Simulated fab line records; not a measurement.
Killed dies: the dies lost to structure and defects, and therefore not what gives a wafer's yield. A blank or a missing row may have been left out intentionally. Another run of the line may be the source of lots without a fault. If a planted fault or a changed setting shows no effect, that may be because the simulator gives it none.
fab line records | flow sky130
record: lots: 11 wafers: 33 last_day: 49
route steps=708 shown METAL3@534 PAD_OPEN@708
lots that met no fault: taken from a fault-free run of the same line
start_h: start of the lot's first displayed wafer, in hours after the record's first day | wait_h: time in hours since the lot's previous step | " the same as in the row above | L1.1+2: a single row standing in for several wafers | - no value, or no start given | * or withheld: withheld | < > ~ a bound
route shown NAME@n: a module of which the file shows steps, and the number in the route of the first | usual: the fault-free wafers' mean and standard deviation | same: alike in all rows | chamber/n: place in a boat | sites: each site's reading | _std_site: the values' standard deviation | _edge_site: inner sites' mean taken away from outer sites' mean | radius_mm: how far each site lies from the wafer's centre | mask NAME#n: copy n | behind: the last tool/chamber to shape the wafer | hold: cause of the lot's hold/its duration in hours/its outcome | device: the n, p or np transistor that did not switch | end of line: tests of these same wafers at the route's end | step lacking rows: just its recipe | killed: dies lost to structure and defects at the first sort, not the wafer's yield | map: a wafer's dies, marking killed ones x, the rest . and places with no die _
set.NAME: setting as actually run; set.NAME@STEP: the setting as run at that earlier step | model.NAME: the simulator's own value behind a step, which no gauge read
steps of the route over a sample of lots; a table a step, a row a wafer
services: from which hour (start_h, from the record's first day; less than 0 if before it) a tool's chamber was out of use, for how many hours, and why
== steps ==
step: SKY_METAL3_SPUTTER_02
recipe: material: AlCu target_thk_nm: 735 power_w: 10600 time_s: 39.1 chamber_pressure_pa: 0.4
usual: throttle_valve_pct: 29.9/0.86
columns lot.wafer tool chamber start_h wait_h throttle_valve_pct
L715.2 pvd_sputter-03 - 851.30 0.0 29.5
L715.3 " - " " 29.6
L715.5 " - " " 29.5
L717.3 pvd_sputter-01 - 862.65 0.0 28.7
L717.4 " - " " 31.0
L717.6 " - " " 29.8
L719.1 pvd_sputter-01 - 888.65 0.0 29.4
L719.2 " - " " 28.8
L719.5 " - " " 29.6
L723.3 pvd_sputter-03 - 918.22 0.0 30.2
L723.4 " - " " 31.3
L723.5 " - " " 29.5
L724.1 pvd_sputter-03 - 920.00 0.0 29.7
L724.4 " - " " 30.4
L724.6 " - " " 29.2
L725.3 pvd_sputter-03 - 927.65 0.0 30.4
L725.4 " - " " 29.5
L725.6 " - " " 28.9
L726.1 pvd_sputter-03 - 933.01 0.0 29.4
L726.3 " - " " 31.2
L726.5 " - " " 29.3
L727.1 pvd_sputter-01 - 939.29 0.0 28.8
L727.2 " - " " 31.4
L727.6 " - " " 29.9
L728.1 pvd_sputter-01 - 952.26 0.0 29.4
L728.2 " - " " 28.8
L728.6 " - " " 29.6
L730.2 pvd_sputter-03 - 957.89 0.0 29.6
L730.3 " - " " 30.3
L730.6 " - " " 30.9
L734.1 pvd_sputter-01 - 988.74 0.0 29.9
L734.5 " - " " 31.2
L734.6 " - " " 29.4
step: SKY_METAL3_COAT_07
recipe: resist: BARC temp_c: withheld time_s: withheld spin_rpm: 3000 resist_thk_nm: 60
columns lot.wafer tool chamber start_h wait_h
L715.2+3+5 litho_track-03 0 890.59 0.1
L717.3+4+6 litho_track-03 0 901.77 0.1
L719.1+2+5 litho_track-02 0 926.88 0.1
L723.3+4+5 litho_track-02 0 955.63 0.1
L724.1+4+6 litho_track-02 0 958.13 0.1
L725.3+4+6 litho_track-03 0 965.77 0.1
L726.1+3+5 litho_track-02 0 971.28 0.1
L727.1+2+6 litho_track-02 0 976.08 0.1
L728.1+2+6 litho_track-01 0 988.81 0.1
L730.2+3+6 litho_track-03 0 995.39 0.1
L734.1+5+6 litho_track-03 0 1024.52 0.1
step: SKY_METAL3_ETCH_16
recipe: chemistry: N2/H2 target: BARC ion_energy_ev: 200 bias_w: 100 pressure_mtorr: 30 n2_flow_sccm: 100 h2_flow_sccm: 200 icp_w: 500 stop_on: SiO2 time_s: 88.2 target_depth_a: 600
usual: drypump_motor_current_A: 5.67/0.22 oes_product_au: 0.626/0.0043 throttle_valve_pct: 13.204/0.0085
columns lot.wafer tool chamber start_h wait_h drypump_motor_current_A oes_product_au rf_hours_counter_h throttle_valve_pct
L715.2 rie_metal-01 1 904.01 0.0 5.69 0.623 8 13.211
L715.3 " 0 " " 5.33 0.629 - 13.199
L715.5 " 1 " " 5.70 0.626 - 13.195
L717.3 rie_metal-03 0 914.90 0.0 5.75 0.627 - 13.188
L717.4 " 1 " " 5.55 0.625 - 13.202
L717.6 " 0 " " 5.79 0.632 - 13.207
L719.1 rie_metal-03 0 939.52 0.0 5.80 0.627 5 13.204
L719.2 " 1 " " 5.54 0.622 19 13.198
L719.5 " 0 " " 5.80 0.620 - 13.198
L723.3 rie_metal-01 0 967.95 0.0 5.30 0.623 - 13.204
L723.4 " 1 " " 5.71 0.625 - 13.201
L723.5 " 1 " " 5.74 0.628 - 13.201
L724.1 rie_metal-03 0 971.36 0.0 5.79 0.622 7 13.210
L724.4 " 0 " " 5.80 0.628 - 13.210
L724.6 " 0 " " 5.82 0.632 - 13.205
L725.3 rie_metal-01 1 978.65 0.0 5.69 0.627 - 13.217
L725.4 " 0 " " 5.32 0.619 - 13.211
L725.6 " 1 " " 5.68 0.625 - 13.203
L726.1 rie_metal-02 1 984.18 0.0 5.71 0.625 7 13.203
L726.3 " 0 " " 5.95 0.628 - 13.210
L726.5 " 1 " " 5.70 0.624 - 13.206
L727.1 rie_metal-01 0 988.35 0.0 5.26 0.630 19 13.197
L727.2 " 1 " " 5.69 0.630 12 13.201
L727.6 " 1 " " 5.68 0.621 - 13.194
L728.1 rie_metal-03 0 1001.06 0.0 5.79 0.627 8 13.198
L728.2 " 1 " " 5.57 0.618 22 13.210
L728.6 " 0 " " 5.81 0.624 - 13.183
L730.2 rie_metal-02 0 1008.37 0.1 5.99 0.632 - 13.210
L730.3 " 0 " " 6.01 0.636 - 13.203
L730.6 " 0 " " 5.97 0.616 - 13.203
L734.1 rie_metal-03 0 1036.35 0.0 5.85 0.624 12 13.198
L734.5 " 1 " " 5.55 0.625 - 13.196
L734.6 " 0 " " 5.82 0.646 - 13.200
step: SKY_METAL3_ETCH_17
recipe: target: SiO2 stop_on: TiN chemistry: C4F8/O2/Ar source_w: 1500 bias_w: 1200 pressure_mtorr: 40 c4f8_flow_sccm: withheld O2_flow_sccm: 6 Ar_flow_sccm: 300 time_s: 3.9 target_depth_a: 150
usual: oes_product_au: 0.754/0.0079
columns lot.wafer tool chamber start_h wait_h oes_product_au rf_hours_counter_h
L715.2 rie_diel-01 3 904.10 0.1 0.761 16
L715.3 " 1 " " 0.760 16
L715.5 " 3 " " 0.757 -
L717.3 rie_diel-01 3 914.97 0.0 0.741 16
L717.4 " 3 " " 0.761 -
L717.6 " 0 " " 0.768 -
L719.1 rie_diel-03 0 939.62 0.1 0.762 28
L719.2 " 3 " " 0.750 16
L719.5 " 3 " " 0.760 -
L723.3 rie_diel-02 2 968.02 0.0 0.758 12
L723.4 " 0 " " 0.764 9
L723.5 " 2 " " 0.765 -
L724.1 rie_diel-02 0 971.46 0.1 0.757 9
L724.4 " 1 " " 0.738 11
L724.6 " 1 " " 0.745 -
L725.3 rie_diel-01 0 978.72 0.0 0.746 14
L725.4 " 1 " " 0.767 -
L725.6 " 3 " " 0.756 -
L726.1 rie_diel-03 2 984.31 0.1 0.749 11
L726.3 " 0 " " 0.765 1
L726.5 " 3 " " 0.766 -
L727.1 rie_diel-02 2 988.45 0.1 0.760 13
L727.2 " 3 " " 0.753 11
L727.6 " 0 " " 0.756 -
L728.1 rie_diel-01 3 1001.16 0.1 0.753 19
L728.2 " 2 " " 0.746 1
L728.6 " 2 " " 0.751 -
L730.2 rie_diel-02 0 1008.53 0.1 0.739 10
L730.3 " 3 " " 0.756 11
L730.6 " 0 " " 0.762 -
L734.1 rie_diel-01 1 1036.45 0.1 0.752 20
L734.5 " 1 " " 0.769 -
L734.6 " 0 " " 0.764 -
step: SKY_METAL3_STRIP_19
recipe: chemistry: O2/N2 power_w: 1400 pressure_mtorr: 1500 platen_temp_c: withheld o2_flow_sccm: 3000 n2_flow_sccm: 300 overash_fraction: 0.5
usual: drypump_motor_current_A: 5.7/0.54 oes_product_au: 0.501/0.0054 strip_time_to_endpoint_s: 6.50/0.08
columns lot.wafer tool chamber start_h wait_h drypump_motor_current_A oes_product_au rf_hours_counter_h strip_time_to_endpoint_s
L715.2 plasma_asher-02 1 904.30 0.1 5.4 0.497 47 6.42
L715.3 " 0 " " 5.5 0.500 - 6.43
L715.5 " 0 " " 5.5 0.501 - 6.50
L717.3 plasma_asher-01 0 915.20 0.1 6.6 0.500 - 6.54
L717.4 " 1 " " 5.4 0.496 - 6.46
L717.6 " 1 " " 5.4 0.504 - 6.57
L719.1 plasma_asher-01 1 939.81 0.1 5.4 0.497 80 6.42
L719.2 " 0 " " 6.6 0.501 80 6.51
L719.5 " 1 " " 5.4 0.504 - 6.51
L723.3 plasma_asher-04 0 968.25 0.1 5.3 0.502 - 6.50
L723.4 " 1 " " 5.3 0.498 - 6.54
L723.5 " 1 " " 5.3 0.497 - 6.47
L724.1 plasma_asher-01 0 971.71 0.2 6.6 0.509 83 6.49
L724.4 " 1 " " 5.4 0.515 - 6.57
L724.6 " 1 " " 5.4 0.498 - 6.57
L725.3 plasma_asher-01 1 979.01 0.1 5.4 0.505 - 6.55
L725.4 " 0 " " 6.6 0.505 - 6.65
L725.6 " 1 " " 5.4 0.514 - 6.59
L726.1 plasma_asher-01 0 984.51 0.1 6.6 0.491 85 6.39
L726.3 " 0 " " 6.6 0.504 - 6.47
L726.5 " 0 " " 6.6 0.495 - 6.54
L727.1 plasma_asher-01 0 988.71 0.2 6.6 0.506 85 6.56
L727.2 " 1 " " 5.4 0.492 85 6.45
L727.6 " 0 " " 6.6 0.497 - 6.48
L728.1 plasma_asher-01 1 1001.35 0.1 5.4 0.507 86 6.58
L728.2 " 0 " " 6.6 0.498 86 6.50
L728.6 " 1 " " 5.4 0.506 - 6.59
L730.2 plasma_asher-04 1 1008.73 0.1 5.3 0.506 26 6.50
L730.3 " 1 " " 5.3 0.498 - 6.47
L730.6 " 1 " " 5.3 0.502 - 6.51
L734.1 plasma_asher-02 0 1036.65 0.1 5.5 0.495 61 6.32
L734.5 " 1 " " 5.4 0.507 - 6.53
L734.6 " 0 " " 5.5 0.495 - 6.46
step: SKY_PAD_OPEN_PROBE_99
usual: defect_limited_yield: 82.9/1.7 killed_at_M0_to_M3: 42/6.1 killed_at_M4_up: 3.4/2 killed_at_contacts: 23/4.8 killed_at_front_end: 15/3.8 killed_at_other: 0.3/0.48 killed_dies: 84/8.5 killed_open: 46/6.8 killed_short: 38/6.2 sort_bin_3_pad_short: 0.8/0.42 sort_bin_5_function: 10.1/1.4 sort_bin_6_memory: 6.2/0.99 sort_n_pass: 408/8.5 sort_yield_pct: 82.9/1.7
same: gross_dies: 492 killed_at_back_side: 0 sort_bin_4_leakage[%]: 0 sort_bin_8_speed[%]: 0
columns lot.wafer tool chamber start_h wait_h defect_limited_yield[%] killed_at_M0_to_M3 killed_at_M4_up killed_at_contacts killed_at_front_end killed_at_other killed_dies killed_open killed_short sort_bin_3_pad_short[%] sort_bin_5_function[%] sort_bin_6_memory[%] sort_n_pass sort_yield_pct[%]
L725.3 prober-01 - 1140.69 0.2 82.5 41 3 23 19 0 86 47 39 0.8 10.0 6.7 406 82.5
L725.4 prober-01 - 1140.74 0.2 84.6 35 1 24 16 0 76 44 32 1.4 8.5 5.5 416 84.6
L725.6 prober-01 - 1140.84 0.2 82.7 47 4 18 16 0 85 51 34 0.8 10.6 5.9 407 82.7
L726.3 prober-02 - 1144.98 0.2 84.8 35 4 20 16 0 75 35 40 0.8 9.1 5.3 417 84.8
killed by level:class
L725.3 CONTACT:geometric_particle:open=10 FIELD_ISO:geometric_particle:open=7 VIA1:geometric_particle:open=7 CONTACT:geometric_particle:short=6 VIA2:geometric_particle:open=6 VIA3:geometric_particle:open=5 FIELD_ISO:geometric_particle:short=4 LI_CONTACT:geometric_particle:short=4
L725.4 VIA1:geometric_particle:open=8 CONTACT:geometric_particle:open=7 FIELD_ISO:geometric_particle:short=6 LI_CONTACT:geometric_particle:open=6 VIA3:geometric_particle:open=6 METAL1:geometric_particle:short=6 VIA2:geometric_particle:open=6 FIELD_ISO:geometric_particle:open=4
L725.6 VIA1:geometric_particle:open=12 FIELD_ISO:geometric_particle:open=8 VIA2:geometric_particle:open=7 LI_CONTACT:geometric_particle:open=6 CONTACT:geometric_particle:open=6 METAL2:geometric_particle:short=6 VIA3:geometric_particle:open=6 METAL1:geometric_particle:short=5
L726.3 VIA2:geometric_particle:open=7 FIELD_ISO:geometric_particle:short=6 VIA1:geometric_particle:open=6 POLY_GATE:geometric_particle:short=5 CONTACT:geometric_particle:open=5 VIA3:geometric_particle:short=5 LI_CONTACT:geometric_particle:short=4 LI_CONTACT:geometric_particle:open=4
== services ==
columns tool chamber start_h hours kind
rie_diel-02 0 837.71 29.9 repair
rie_diel-02 1 838.22 2.0 repair
rie_diel-03 - 841.62 0.8 repair
rie_diel-02 1 842.52 5.1 repair
rie_diel-02 2 859.79 1.9 repair
rie_metal-01 - 864.21 2.8 pm
rie_diel-02 1 897.06 14.5 repair
rie_diel-01 2 897.63 7.3 repair
rie_diel-03 - 902.65 15.6 pm
plasma_asher-01 - 904.09 1.9 repair
rie_metal-01 0 906.59 1.2 repair
rie_diel-01 1 908.34 7.2 repair
plasma_asher-01 - 918.16 0.6 repair
rie_diel-01 - 927.41 2.8 pm
rie_diel-02 3 927.68 4.2 repair
rie_diel-03 1 928.77 10.6 repair
plasma_asher-02 - 964.40 2.8 pm
rie_diel-02 0 974.20 7.0 repair
rie_diel-02 1 975.35 4.3 repair
plasma_asher-02 - 990.95 1.4 repair
rie_metal-03 - 992.67 2.0 repair
rie_diel-01 - 1005.27 0.8 repair
rie_metal-02 1 1007.36 17.4 repair
plasma_asher-01 - 1023.84 16.7 repair
== key ==
first_sign: step: SKY_METAL3_ETCH_16 reading: oes_product_au direction: up sigmas: 4.6 usual: 0.626 struck: 0.646
effect none on later readings
met_at SKY_METAL3_COAT_07
struck_lots L734
struck_wafers L734.6
not_acting_at SKY_METAL3_SPUTTER_02,SKY_METAL3_ETCH_17,SKY_METAL3_STRIP_19
onset_between 995.39 1024.52
fault: kind: process_parameter_drift tool: litho_track-03 chamber: - onset_h: 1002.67 steps: SKY_METAL3_COAT_07 channel: resist_thk_nm offset: 4.3672 shape: step end_h: 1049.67 scope: struck_wafers_only acts_in: these_recipes_only stated: 60
